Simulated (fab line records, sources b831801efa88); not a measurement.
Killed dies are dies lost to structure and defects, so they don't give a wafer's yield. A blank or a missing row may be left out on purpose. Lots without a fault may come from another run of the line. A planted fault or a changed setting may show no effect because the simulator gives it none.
fab line records | flow sky130
record lots=13 wafers=39 last_day=50
route steps=708 shown NWELL@79 LDD_LDN@295 VIA1@481 VIA2@521 PAD_OPEN@708
lots that met no fault: from a run of the same line without faults
start_h: hours from the record's first day to the start of the lot's first wafer shown | wait_h: hours since the lot's step before | " the same as in the row above | L1.1+2: a row that stands for several wafers | - no value, or no start given | * or withheld: withheld | < > ~ a bound
route shown NAME@n: a module of which the file shows steps, and the number in the route of the first | usual: mean/standard deviation of fault-free wafers | same: alike in all rows | chamber/n: place in a boat | sites: the reading at each site | _std_site: their standard deviation | _edge_site: outer sites' mean less inner sites' | radius_mm: how far each site lies from the wafer's centre | mask NAME#n: copy n | behind: the tool/chamber that last shaped the wafer | hold: why the lot was held/for how many hours/how that ended | device: the transistor (n, p or np) that didn't switch | end of line: the same wafers' tests at the end of the route | a step without rows: its recipe alone | killed: dies lost to structure and defects at the first sort, not the wafer's yield | map: a wafer's dies, x killed, . not, _ none there
set.NAME: the setting as run; set.NAME@STEP: as run at that earlier step | model.NAME: the simulator's own value behind a step, which no gauge read
steps of the route over a sample of lots; a table a step, a row a wafer
services: from which hour (start_h, from the record's first day; less than 0 if before it) a tool's chamber was out of use, for how many hours, and why
## steps
# step SKY_NWELL_TW_MEAS_26
# usual NWELL_2_TW=492/3.5
# columns lot.wafer tool chamber start_h wait_h NWELL_2_TW
L168.1 film_metro-03 - 107.39 0.1 497
L168.3 " - " " 492
L168.6 " - " " 490
L169.1 film_metro-01 - 113.14 0.1 498
L169.4 " - " " 497
L169.5 " - " " 497
L170.1 film_metro-04 - 115.34 0.1 498
L170.2 " - " " 495
L170.4 " - " " 495
L172.1 film_metro-01 - 125.69 0.1 494
L172.3 " - " " 496
L172.6 " - " " 494
L177.1 film_metro-01 - 159.04 0.1 491
L177.2 " - " " 489
L177.5 " - " " 490
L178.2 film_metro-03 - 166.20 0.1 494
L178.4 " - " " 497
L178.6 " - " " 498
L179.2 film_metro-01 - 166.25 0.1 490
L179.3 " - " " 494
L179.5 " - " " 492
L183.3 film_metro-03 - 196.66 0.1 499
L183.4 " - " " 496
L183.5 " - " " 496
L186.1 film_metro-03 - 216.84 0.1 492
L186.4 " - " " 493
L186.5 " - " " 493
L187.2 film_metro-04 - 222.40 0.1 488
L187.3 " - " " 491
L187.5 " - " " 490
L188.1 film_metro-03 - 228.64 0.1 493
L188.4 " - " " 491
L188.5 " - " " 492
L190.1 film_metro-04 - 237.84 0.1 488
L190.2 " - " " 486
L190.3 " - " " 487
L191.1 film_metro-04 - 242.49 0.1 489
L191.4 " - " " 489
L191.5 " - " " 489
# step SKY_LDD_LDN_DEVELOP_06
# recipe resist=NOVOLAK developer=TMAH develop_time_s=60 dev_temp_c=23
# usual developer_temp_C=23.01/0.11
# columns lot.wafer tool chamber start_h wait_h developer_temp_C
L168.1 litho_track-02 0 525.49 0.1 22.97
L168.3 " 0 " " 23.14
L168.6 " 0 " " 23.12
L169.1 litho_track-01 0 536.10 0.1 22.95
L169.4 " 0 " " 23.22
L169.5 " 0 " " 22.99
L170.1 litho_track-01 0 543.65 0.1 23.06
L170.2 " 0 " " 22.99
L170.4 " 0 " " 23.07
L172.1 litho_track-02 0 558.34 0.1 22.99
L172.3 " 0 " " 23.07
L172.6 " 0 " " 23.10
L177.1 litho_track-01 0 603.05 0.1 22.93
L177.2 " 0 " " 22.96
L177.5 " 0 " " 22.97
L178.2 litho_track-02 0 619.41 0.1 23.86
L178.4 " 0 " " 23.98
L178.6 " 0 " " 23.92
L179.2 litho_track-02 0 621.91 0.1 23.85
L179.3 " 0 " " 24.01
L179.5 " 0 " " 24.03
L183.3 litho_track-04 0 661.58 0.1 23.25
L183.4 " 0 " " 23.26
L183.5 " 0 " " 23.02
L186.1 litho_track-02 0 684.89 0.1 22.99
L186.4 " 0 " " 22.95
L186.5 " 0 " " 22.95
L187.2 litho_track-01 0 694.27 0.1 22.97
L187.3 " 0 " " 22.96
L187.5 " 0 " " 22.89
L188.1 litho_track-01 0 706.00 0.1 23.08
L188.4 " 0 " " 22.98
L188.5 " 0 " " 23.11
L191.1 litho_track-01 0 718.75 0.1 23.06
L191.4 " 0 " " 22.95
L191.5 " 0 " " 22.94
L190.1 litho_track-04 0 722.13 0.1 23.12
L190.2 " 0 " " 22.99
L190.3 " 0 " " 23.07
# step SKY_VIA1_THK_MEAS_23
# recipe thk_meas_gauge=xrf reads=W_of_VIA1_CVD_21
# usual VIA1_W_THK=275/3.7
# columns lot.wafer tool chamber start_h wait_h VIA1_W_THK[nm]
L168.1 film_metro-03 - 798.29 0.1 278
L168.3 " - " " 269
L168.6 " - " " 274
L169.1 film_metro-03 - 802.62 0.1 280
L169.4 " - " " 280
L169.5 " - " " 278
L170.1 film_metro-04 - 812.47 0.1 276
L170.2 " - " " 278
L170.4 " - " " 275
L172.1 film_metro-02 - 821.59 0.1 273
L172.3 " - " " 273
L172.6 " - " " 270
L177.1 film_metro-04 - 861.79 0.1 278
L177.2 " - " " 279
L177.5 " - " " 280
L178.2 film_metro-04 - 880.63 0.1 273
L178.4 " - " " 272
L178.6 " - " " 275
L179.2 film_metro-02 - 880.83 0.1 279
L179.3 " - " " 280
L179.5 " - " " 278
L183.3 film_metro-02 - 915.09 0.1 277
L183.4 " - " " 280
L183.5 " - " " 278
L186.1 film_metro-02 - 937.82 0.1 273
L186.4 " - " " 270
L186.5 " - " " 274
L187.2 film_metro-03 - 945.97 0.1 280
L187.3 " - " " 282
L187.5 " - " " 283
L188.1 film_metro-03 - 955.38 0.1 282
L188.4 " - " " 280
L188.5 " - " " 279
L191.1 film_metro-02 - 965.91 0.1 283
L191.4 " - " " 277
L191.5 " - " " 278
L190.1 film_metro-03 - 969.54 0.1 269
L190.2 " - " " 269
L190.3 " - " " 269
# step SKY_VIA2_ETCH_14
# recipe chemistry=N2/H2 target=BARC ion_energy_ev=200 source_w=500 bias_w=100 pressure_mtorr=30 n2_flow_sccm=100 h2_flow_sccm=200 stop_on=SiO2 time_s=45.9 target_depth_a=600
# usual drypump_motor_current_A=5.7/0.32 oes_product_au=0.856/0.0039 throttle_valve_pct=13.225/0.0093
# columns lot.wafer tool chamber start_h wait_h drypump_motor_current_A oes_product_au rf_hours_counter_h throttle_valve_pct
L168.1 rie_diel-04 3 853.53 0.0 5.8 0.856 5 13.226
L168.3 " 2 " " 6.0 0.860 6 13.224
L168.6 " 0 " " 5.5 0.860 - 13.222
L169.1 rie_diel-03 1 858.61 0.0 5.2 0.851 13 13.224
L169.4 " 2 " " 6.3 0.860 13 13.216
L169.5 " 2 " " 6.3 0.861 - 13.230
L170.1 rie_diel-01 0 866.76 0.0 5.6 0.859 1 13.211
L170.2 " 1 " " 5.4 0.853 3 13.238
L170.4 " 3 " " 6.0 0.848 20 13.221
L172.1 rie_diel-04 0 875.91 0.0 5.6 0.858 7 13.227
L172.3 " 1 " " 5.7 0.858 18 13.232
L172.6 " 0 " " 5.6 0.857 - 13.206
L177.1 rie_diel-01 1 915.86 0.0 5.4 0.860 4 13.212
L177.2 " 3 " " 6.0 0.859 21 13.227
L177.5 " 3 " " 6.0 0.853 - 13.239
L178.2 rie_diel-01 2 933.21 0.0 5.9 0.858 11 13.205
L178.4 " 1 " " 5.4 0.849 5 13.230
L178.6 " 3 " " 6.0 0.857 - 13.232
L179.2 rie_diel-04 0 934.73 0.0 5.5 0.853 9 13.223
L179.3 " 1 " " 5.8 0.854 21 13.231
L179.5 " 1 " " 5.8 0.855 - 13.234
L183.3 rie_diel-04 0 966.76 0.0 5.5 0.861 10 13.232
L183.4 " 3 " " 5.8 0.861 9 13.224
L183.5 " 3 " " 5.8 0.852 - 13.236
L186.1 rie_diel-03 2 988.31 0.0 6.3 0.865 18 13.235
L186.4 " 3 " " 5.1 0.855 - 13.224
L186.5 " 2 " " 6.3 0.851 - 13.213
L187.2 rie_diel-01 0 996.68 0.0 5.6 0.853 4 13.232
L187.3 " 2 " " 5.9 0.857 13 13.226
L187.5 " 1 " " 5.4 0.860 - 13.220
L188.1 rie_diel-01 2 1005.23 0.0 5.9 0.855 13 13.206
L188.4 " 3 " " 6.0 0.855 0 13.229
L188.5 " 3 " " 6.0 0.855 - 13.244
L191.1 rie_diel-03 1 1015.16 0.0 5.2 0.853 18 13.222
L191.4 " 2 " " 6.3 0.862 19 13.235
L191.5 " 2 " " 6.3 0.857 - 13.220
L190.1 rie_diel-01 1 1019.06 0.0 5.4 0.851 7 13.234
L190.2 " 0 " " 5.6 0.856 5 13.224
L190.3 " 2 " " 5.9 0.851 14 13.228
# step SKY_PAD_OPEN_PROBE_99
# usual killed_at_M0_to_M3=43/6.7 killed_at_M4_up=3.1/1.9 killed_at_contacts=25/5 killed_at_front_end=15/4 killed_at_other=0.4/0.69 killed_dies=87/9.2 killed_open=46/7.1 killed_short=40/6.8
# same gross_dies=492 killed_at_back_side=0
# columns lot.wafer tool chamber start_h wait_h killed_at_M0_to_M3 killed_at_M4_up killed_at_contacts killed_at_front_end killed_at_other killed_dies killed_open killed_short
L191.1 prober-01 - 1204.61 0.1 51 3 31 14 0 99 46 53
L191.4 prober-01 - 1204.76 0.2 38 1 22 10 0 71 37 34
L191.5 prober-01 - 1204.81 0.2 37 2 33 18 1 91 47 44
L190.1 prober-02 - 1206.17 0.1 37 1 22 12 0 72 41 31
L190.2 prober-02 - 1206.22 0.1 37 2 28 12 0 79 47 32
L190.3 prober-02 - 1206.27 0.2 35 6 28 11 0 80 36 44
# killed by level:class
L191.1 VIA1:geometric_particle:open=14 METAL1:geometric_particle:short=12 CONTACT:geometric_particle:open=10 LI_CONTACT:geometric_particle:open=7 LOCAL_INTERCONNECT:geometric_particle:short=6 CONTACT:geometric_particle:short=5 VIA3:geometric_particle:short=5 VIA1:geometric_particle:short=4
L191.4 METAL1:geometric_particle:short=9 VIA2:geometric_particle:open=5 LI_CONTACT:geometric_particle:short=5 CONTACT:geometric_particle:open=5 VIA1:geometric_particle:open=5 LI_CONTACT:geometric_particle:open=4 CONTACT:geometric_particle:short=4 VIA3:geometric_particle:open=4
L191.5 CONTACT:geometric_particle:open=9 CONTACT:geometric_particle:short=9 VIA1:geometric_particle:open=7 LI_CONTACT:geometric_particle:open=7 POLY_GATE:geometric_particle:open=5 VIA2:geometric_particle:open=5 VIA3:geometric_particle:short=5 FIELD_ISO:geometric_particle:open=4
L190.1 CONTACT:geometric_particle:open=10 VIA2:geometric_particle:open=8 METAL2:geometric_particle:short=8 VIA1:geometric_particle:open=6 LI_CONTACT:geometric_particle:open=5 FIELD_ISO:geometric_particle:open=4 FIELD_ISO:geometric_particle:short=3 POLY_GATE:geometric_particle:open=3
L190.2 CONTACT:geometric_particle:open=11 LI_CONTACT:geometric_particle:open=8 VIA2:geometric_particle:open=8 VIA3:geometric_particle:open=5 METAL1:geometric_particle:short=4 VIA1:geometric_particle:open=4 FIELD_ISO:geometric_particle:short=3 POLY_GATE:geometric_particle:short=3
L190.3 CONTACT:geometric_particle:open=10 METAL1:geometric_particle:short=7 VIA1:geometric_particle:open=7 METAL2:geometric_particle:short=7 LI_CONTACT:geometric_particle:open=6 LI_CONTACT:geometric_particle:short=5 LOCAL_INTERCONNECT:geometric_particle:short=4 VIA2:geometric_particle:short=4
## services
# columns tool chamber start_h hours kind
rie_diel-04 - 512.58 0.4 repair
rie_diel-03 0 513.60 2.6 repair
rie_diel-01 1 539.25 8.4 repair
rie_diel-01 3 550.13 6.4 repair
rie_diel-03 1 609.17 4.8 repair
rie_diel-03 2 647.82 7.7 repair
rie_diel-04 3 649.94 4.7 repair
rie_diel-01 3 674.53 6.9 repair
rie_diel-01 0 680.12 9.9 repair
rie_diel-01 - 714.24 5.7 repair
rie_diel-04 0 720.72 6.9 repair
rie_diel-03 0 727.04 2.8 repair
rie_diel-01 0 728.48 3.9 repair
rie_diel-01 0 738.54 7.4 repair
rie_diel-03 3 742.55 10.2 repair
rie_diel-04 - 746.43 0.2 repair
rie_diel-04 3 751.60 4.7 repair
rie_diel-01 2 772.10 7.7 repair
rie_diel-04 - 775.82 1.0 repair
rie_diel-01 0 791.59 8.7 repair
rie_diel-04 3 871.30 6.1 repair
rie_diel-01 0 933.72 4.5 repair
rie_diel-04 0 940.85 2.2 repair
rie_diel-04 - 963.37 0.9 repair
## key
first_sign step=SKY_LDD_LDN_DEVELOP_06 reading=developer_temp_C direction=up sigmas=8.9 usual=* struck=*
effect none on later readings
met_at SKY_LDD_LDN_DEVELOP_06
struck_lots L178,L179
tester_left_out L178,L179
not_acting_at SKY_NWELL_TW_MEAS_26,SKY_VIA1_THK_MEAS_23,SKY_VIA2_ETCH_14
onset_between 558.34 619.41
fault kind=process_parameter_drift tool=litho_track-02 chamber=- onset_h=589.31 steps=SKY_LDD_LDN_DEVELOP_06 channel=dev_temp_c offset=* shape=step end_h=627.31 acts_in=* stated=*
# tester_left_out: of these lots the tester's yield and bins aren't shown, on N5 and GAA mostly nor the transistor test; their killed dies are dies lost to structure and defects alone, not to doping, threshold or leakage, so they don't give the yield
